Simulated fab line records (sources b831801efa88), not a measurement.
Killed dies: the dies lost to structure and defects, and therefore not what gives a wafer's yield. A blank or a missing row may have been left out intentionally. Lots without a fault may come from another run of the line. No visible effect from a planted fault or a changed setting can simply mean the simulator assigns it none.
What tool caused it? :: flow sky130 :: Sampling: 10 lots, 30 wafers, 4 of 708 route steps

== WHAT THE GAUGES READ, wafer by wafer ==
SKY_VIA4_OVL_MEAS_11.
lot: L573
measured: day 42 11:55
on: overlay-01
VIA4_OVL (nm): -2.6 -0.9 -0.7

lot: L576
measured: day 44 06:17
on: overlay-02
VIA4_OVL (nm): -1.0 -1.5 -2.0

lot: L577
measured: day 44 08:21
on: overlay-01
VIA4_OVL (nm): 2.1 2.0 0.5

lot: L578
measured: day 44 10:13
on: overlay-02
VIA4_OVL (nm): 2.0 -0.8 0.4

lot: L579
measured: day 44 11:40
on: overlay-02
VIA4_OVL (nm): -0.9 -2.0 -1.5

lot: L589
measured: day 47 02:49
on: overlay-01
VIA4_OVL (nm): -1.5 -2.6 -2.3

lot: L590
measured: day 47 03:11
on: overlay-01
VIA4_OVL (nm): -2.3 -3.1 -2.5

lot: L592
measured: day 47 21:46
on: overlay-02
VIA4_OVL (nm): -2.3 -1.4 0.8

lot: L593
measured: day 48 03:58
on: overlay-02
VIA4_OVL (nm): -0.2 3.0 0.6

lot: L596
measured: day 48 10:03
on: overlay-02
VIA4_OVL (nm): -0.4 -0.1 0.4

== TOOL THAT RAN EACH LOT (tool first, then ch and the chambers of the sampled wafers, then the start) ==
lot: L573
SKY_METAL3_DESCUM_15: rie-metal-03 ch 0,1, day 38 05:11
SKY_METAL4_METAL_ETCH_18: rie-metal-02 ch 0,1, day 41 10:58
SKY_METAL4_STRIP_19: plasma-asher-04 ch 0,1, day 41 11:08

lot: L576
SKY_METAL3_DESCUM_15: rie-metal-02 ch 0,1, day 40 03:18
SKY_METAL4_METAL_ETCH_18: rie-metal-02 ch 0,1, day 43 07:28
SKY_METAL4_STRIP_19: plasma-asher-03 ch 0,1, day 43 07:38

lot: L577
SKY_METAL3_DESCUM_15: rie-metal-03 ch 0,1, day 40 06:26
SKY_METAL4_METAL_ETCH_18: rie-metal-02 ch 0,1, day 43 08:25
SKY_METAL4_STRIP_19: plasma-asher-01 ch 0,1, day 43 08:35

lot: L578
SKY_METAL3_DESCUM_15: rie-metal-02 ch 0,1, day 40 07:08
SKY_METAL4_METAL_ETCH_18: rie-metal-04 ch 0,1, day 43 10:31
SKY_METAL4_STRIP_19: plasma-asher-04 ch 0,1, day 43 10:41

lot: L579
SKY_METAL3_DESCUM_15: rie-metal-01 ch 0,1, day 40 10:14
SKY_METAL4_METAL_ETCH_18: rie-metal-02 ch 0,1, day 43 12:26
SKY_METAL4_STRIP_19: plasma-asher-04 ch 0,1, day 43 12:37

lot: L589
SKY_METAL3_DESCUM_15: rie-metal-01 ch 0,1, day 43 07:12
SKY_METAL4_METAL_ETCH_18: rie-metal-02 ch 0,1, day 46 04:04
SKY_METAL4_STRIP_19: plasma-asher-04 ch 0,1, day 46 04:14

lot: L590
SKY_METAL3_DESCUM_15: rie-metal-01 ch 0,1, day 43 07:41
SKY_METAL4_METAL_ETCH_18: rie-metal-02 ch 0,1, day 46 04:48
SKY_METAL4_STRIP_19: plasma-asher-04 ch 0,1, day 46 04:58

lot: L592
SKY_METAL3_DESCUM_15: rie-metal-01 ch 0,1, day 44 05:21
SKY_METAL4_METAL_ETCH_18: rie-metal-04 ch 0,1, day 47 01:23
SKY_METAL4_STRIP_19: plasma-asher-03 ch 0,1, day 47 01:34

lot: L593
SKY_METAL3_DESCUM_15: rie-metal-02 ch 0,1, day 44 13:19
SKY_METAL4_METAL_ETCH_18: rie-metal-04 ch 0,1, day 47 08:28
SKY_METAL4_STRIP_19: plasma-asher-03 ch 0,1, day 47 08:37

lot: L596
SKY_METAL3_DESCUM_15: rie-metal-02 ch 0,1, day 44 19:50
SKY_METAL4_METAL_ETCH_18: rie-metal-01 ch 0,1, day 47 13:43
SKY_METAL4_STRIP_19: plasma-asher-04 ch 0,1, day 47 13:53
- SKY_METAL3_DESCUM_15: chemistry O2, time 8 s.
- SKY_METAL4_METAL_ETCH_18: etches the open film in Cl2/BCl3, stops on SiO2, target depth 845 nm, time 183.1 s.
- SKY_METAL4_STRIP_19: strips in O2/N2.

== AS READ BY THE TOOLS THEMSELVES (means over the sampled wafers that have a number; for cases with no such wafer, the mark the record gives instead) ==
SKY_METAL3_DESCUM_15.
lot: L573
tool: rie-metal-03
drypump-motor-current-A (A): 6.16
oes-product-au (a.u.): 1.003

lot: L576
tool: rie-metal-02
drypump-motor-current-A (A): 6.06
oes-product-au (a.u.): 0.996

lot: L577
tool: rie-metal-03
drypump-motor-current-A (A): 6.12
oes-product-au (a.u.): 0.994

lot: L578
tool: rie-metal-02
drypump-motor-current-A (A): 6.05
oes-product-au (a.u.): 1.002

lot: L579
tool: rie-metal-01
drypump-motor-current-A (A): 6.33
oes-product-au (a.u.): 0.983

lot: L589
tool: rie-metal-01
drypump-motor-current-A (A): 6.26
oes-product-au (a.u.): 0.991

lot: L590
tool: rie-metal-01
drypump-motor-current-A (A): 6.33
oes-product-au (a.u.): 0.988

lot: L592
tool: rie-metal-01
drypump-motor-current-A (A): 6.27
oes-product-au (a.u.): 0.992

lot: L593
tool: rie-metal-02
drypump-motor-current-A (A): 5.88
oes-product-au (a.u.): 1.006

lot: L596
tool: rie-metal-02
drypump-motor-current-A (A): 5.91
oes-product-au (a.u.): 1.003

SKY_METAL4_METAL_ETCH_18.
lot: L573
tool: rie-metal-02
drypump-motor-current-A (A): 6.0
oes-product-au (a.u.): 0.864
throttle-valve-pct (%): 22.271

lot: L576
tool: rie-metal-02
drypump-motor-current-A (A): 5.9
oes-product-au (a.u.): 0.865
throttle-valve-pct (%): 22.268

lot: L577
tool: rie-metal-02
drypump-motor-current-A (A): 5.9
oes-product-au (a.u.): 0.866
throttle-valve-pct (%): 22.262

lot: L578
tool: rie-metal-04
drypump-motor-current-A (A): 5.2
oes-product-au (a.u.): 0.869
throttle-valve-pct (%): 22.262

lot: L579
tool: rie-metal-02
drypump-motor-current-A (A): 5.9
oes-product-au (a.u.): 0.867
throttle-valve-pct (%): 22.260

lot: L589
tool: rie-metal-02
drypump-motor-current-A (A): 6.0
oes-product-au (a.u.): 0.887
throttle-valve-pct (%): 22.259

lot: L590
tool: rie-metal-02
drypump-motor-current-A (A): 6.0
oes-product-au (a.u.): 0.883
throttle-valve-pct (%): 22.260

lot: L592
tool: rie-metal-04
drypump-motor-current-A (A): 5.0
oes-product-au (a.u.): 0.871
throttle-valve-pct (%): 22.271

lot: L593
tool: rie-metal-04
drypump-motor-current-A (A): 5.1
oes-product-au (a.u.): 0.871
throttle-valve-pct (%): 22.270

lot: L596
tool: rie-metal-01
drypump-motor-current-A (A): 6.4
oes-product-au (a.u.): 0.869
throttle-valve-pct (%): 22.258

SKY_METAL4_STRIP_19.
lot: L573
tool: plasma-asher-04
drypump-motor-current-A (A): 5.9
n2-flow-sccm (sccm): 299.7
o2-flow-sccm (sccm): 3000
oes-product-au (a.u.): 0.501
strip-time-to-endpoint-s (s): 6.55

lot: L576
tool: plasma-asher-03
drypump-motor-current-A (A): 6.1
n2-flow-sccm (sccm): 299.8
o2-flow-sccm (sccm): 3003
oes-product-au (a.u.): 0.498
strip-time-to-endpoint-s (s): 6.52

lot: L577
tool: plasma-asher-01
drypump-motor-current-A (A): 5.7
n2-flow-sccm (sccm): 300.7
o2-flow-sccm (sccm): 2993
oes-product-au (a.u.): 0.500
strip-time-to-endpoint-s (s): 6.54

lot: L578
tool: plasma-asher-04
drypump-motor-current-A (A): 5.8
n2-flow-sccm (sccm): 300.9
o2-flow-sccm (sccm): 2997
oes-product-au (a.u.): 0.499
strip-time-to-endpoint-s (s): 6.43

lot: L579
tool: plasma-asher-04
drypump-motor-current-A (A): 5.8
n2-flow-sccm (sccm): 300.3
o2-flow-sccm (sccm): 2992
oes-product-au (a.u.): 0.500
strip-time-to-endpoint-s (s): 6.49

lot: L589
tool: plasma-asher-04
drypump-motor-current-A (A): 5.8
n2-flow-sccm (sccm): 300.4
o2-flow-sccm (sccm): 3002
oes-product-au (a.u.): 0.513
strip-time-to-endpoint-s (s): 6.77

lot: L590
tool: plasma-asher-04
drypump-motor-current-A (A): 5.8
n2-flow-sccm (sccm): 299.9
o2-flow-sccm (sccm): 3010
oes-product-au (a.u.): 0.508
strip-time-to-endpoint-s (s): 6.74

lot: L592
tool: plasma-asher-03
drypump-motor-current-A (A): 5.6
n2-flow-sccm (sccm): 299.9
o2-flow-sccm (sccm): 3001
oes-product-au (a.u.): 0.499
strip-time-to-endpoint-s (s): 6.47

lot: L593
tool: plasma-asher-03
drypump-motor-current-A (A): 5.7
n2-flow-sccm (sccm): 299.4
o2-flow-sccm (sccm): 3001
oes-product-au (a.u.): 0.502
strip-time-to-endpoint-s (s): 6.45

lot: L596
tool: plasma-asher-04
drypump-motor-current-A (A): 5.5
n2-flow-sccm (sccm): 300.1
o2-flow-sccm (sccm): 3003
oes-product-au (a.u.): 0.511
strip-time-to-endpoint-s (s): 6.68

== THE ANSWER, worked out from the rows above alone ==
Rule: the usual values come from the lots themselves. The widest of any qualifying gaps counts: lots, ordered by their means at a reading, are off when they make up no more than a third of the lots, leave a main group of 4 or more, and stand apart from it by 3 or more times the standard deviation of that group's means. The tables above print the reading to a certain number of digits; a main group whose means all agree to those digits is not used. A lot without any number at a reading at which 4 lots or more have one is off too. All remaining lots with rows at the step are treated as sound. Order of review: gauges by route order, followed by the tools' own readings, for which a lot's mean as printed above is used. At the first step where some lot is off, the reading lying furthest off is the one used; lots without a number count as furthest.
Off at SKY_METAL4_METAL_ETCH_18 (oes-product-au): L589, L590. The main group has a mean of 0.868 a.u. with a standard deviation of 0.0025.
A tool fits if, at that step or a process step before it, it ran every lot that is off, and no sound lot after the first of them. One candidate fits, namely rie-metal-02 at SKY_METAL4_METAL_ETCH_18. A fault onset in the window from L579 (day 43 12:26, its last sound lot) to L589 (day 46 04:04, its first lot off) fits.
The tool's own readings at SKY_METAL4_METAL_ETCH_18 bear it out: on the lots that are off they differ by more than 5 times the standard deviation of the sound lots' means. oes-product-au reads 0.885 a.u. there against 0.868 a.u. on the sound lots.

== WHAT THE SIMULATOR HAD INSERTED ==
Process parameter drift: rie-metal-02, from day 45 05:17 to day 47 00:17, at SKY_METAL4_METAL_ETCH_18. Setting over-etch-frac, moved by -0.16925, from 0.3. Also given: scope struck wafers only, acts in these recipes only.
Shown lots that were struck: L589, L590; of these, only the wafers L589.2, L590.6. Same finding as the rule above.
